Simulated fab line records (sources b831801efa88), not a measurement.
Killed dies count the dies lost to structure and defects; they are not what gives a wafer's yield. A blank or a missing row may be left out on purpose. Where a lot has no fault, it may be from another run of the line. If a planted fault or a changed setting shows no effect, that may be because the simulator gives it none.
Problem report in the 8D (eight disciplines) form, filled by code ; flow sky130 ; the parts of the form that need people (team, actions taken, sign-off) are left out

1. PROBLEM STATEMENT
Mean SONOS_ONO_CVD_02_THK at SKY_SONOS_ONO_THK_MEAS_03: 12.95 nm over 9 wafers in 3 lots; fault-free wafers: 10.47 nm, standard deviation 0.14. That puts it +18 standard deviations away from the usual mean.
Seen first at day 14 11:44 on film metro-03, wafer L393.1. Wafers with a number at this step in the record: 33, from 11 lots. Rule for "out" (also "out of limits"): further than 4 standard deviations from the usual mean. The other wafers with a number count as sound.

2. WHAT IT IS; WHAT IT IS NOT
question;is;is not
which readings at this step;SONOS_ONO_CVD_02_THK;-
which lots;L393, L394, L395;L385, L387, L390, L392, L403, L404, L405, L408
which wafers of those lots;all that have a number;-
read on which gauges;film metro-03, film metro-04;film metro-01
when;from day 14 11:44;"up to then (12 sound wafers); but 12 sound wafers of L403, L404, L405, L408 came after"

3. SUSPECTS, AND WHAT RULES EACH OUT
Counting: a tool at any process step up to the reading remains a suspect when it ran all the lots that are out and ran no sound lot after the first of those.
- the gauge at SKY_SONOS_ONO_THK_MEAS_03 has been ruled out. 2 gauges (film metro-03, film metro-04) read the wafers that are out.
- lpcvd-02 at SKY_SONOS_ONO_CVD_02 (deposits Si3N4 from DCS/NH3, target thk 10.5 nm, time 180 s): ruled out as a lasting fault. Following L393 (day 14 10:41), the first lot on it that is out, the sound lots L403, L404, L405, L408 were run on it.
Left after counting: nothing in the record.

4. THE CAUSE (what the simulator had put in)
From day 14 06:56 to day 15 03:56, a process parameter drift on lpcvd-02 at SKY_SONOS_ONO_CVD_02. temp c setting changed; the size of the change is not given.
Counting ruled it out, wrongly: the rule takes a fault to strike every lot that its tool runs from its start on, and this one did not.

5. SEQUENCE OF EFFECTS, ordered by route
Rows list readings where the struck wafers' mean (over those with a number) sits beyond 3 standard deviations from the usual. Only readings whose record carries a usual standard deviation are examined. hours: median over the lots of the time between each lot's start at the first step of this table that gives one and its start at this step. sigmas: the change, counted in usual standard deviations.
hours;step;reading;usual;on struck wafers;change;sigmas
0;SKY_SONOS_ONO_CVD_02;spike tc bottom C;792.3 C;803.8;+11.5;+6.4
0;SKY_SONOS_ONO_CVD_02;spike tc centre C;771.0 C;782.5;+11.5;+8.8
0;SKY_SONOS_ONO_CVD_02;spike tc lower C;770.1 C;781.0;+10.9;+11
0;SKY_SONOS_ONO_CVD_02;spike tc top C;777.7 C;789.1;+11.4;+4.2
0;SKY_SONOS_ONO_CVD_02;spike tc upper C;770.3 C;782.2;+11.9;+9.9
0;SKY_SONOS_ONO_CVD_02;susceptor temp C;770.0 C;781.4;+11.4;+32
0;SKY_SONOS_ONO_CVD_02;zone power centre pct;13.21 %;13.61;+0.40;+3.1
1;SKY_SONOS_ONO_THK_MEAS_03;SONOS_ONO_CVD_02_THK;10.47 nm;12.95;+2.48;+18
Process steps it contains:
- SKY_SONOS_ONO_CVD_02: deposits Si3N4 from DCS/NH3, target thk 10.5 nm, time 180 s.

6. WHAT WOULD HAVE CAUGHT IT SOONER
The first out-of-limits reading at a measuring or inspecting step in this record came at day 14 11:44, 5 hours after the fault's start at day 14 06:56.
The tool's own readings at SKY_SONOS_ONO_CVD_02 were out on every struck wafer that the step has a row for (spike tc bottom C, spike tc centre C, spike tc lower C, spike tc upper C, susceptor temp C): an alarm limit on them would have fired on the first of those.
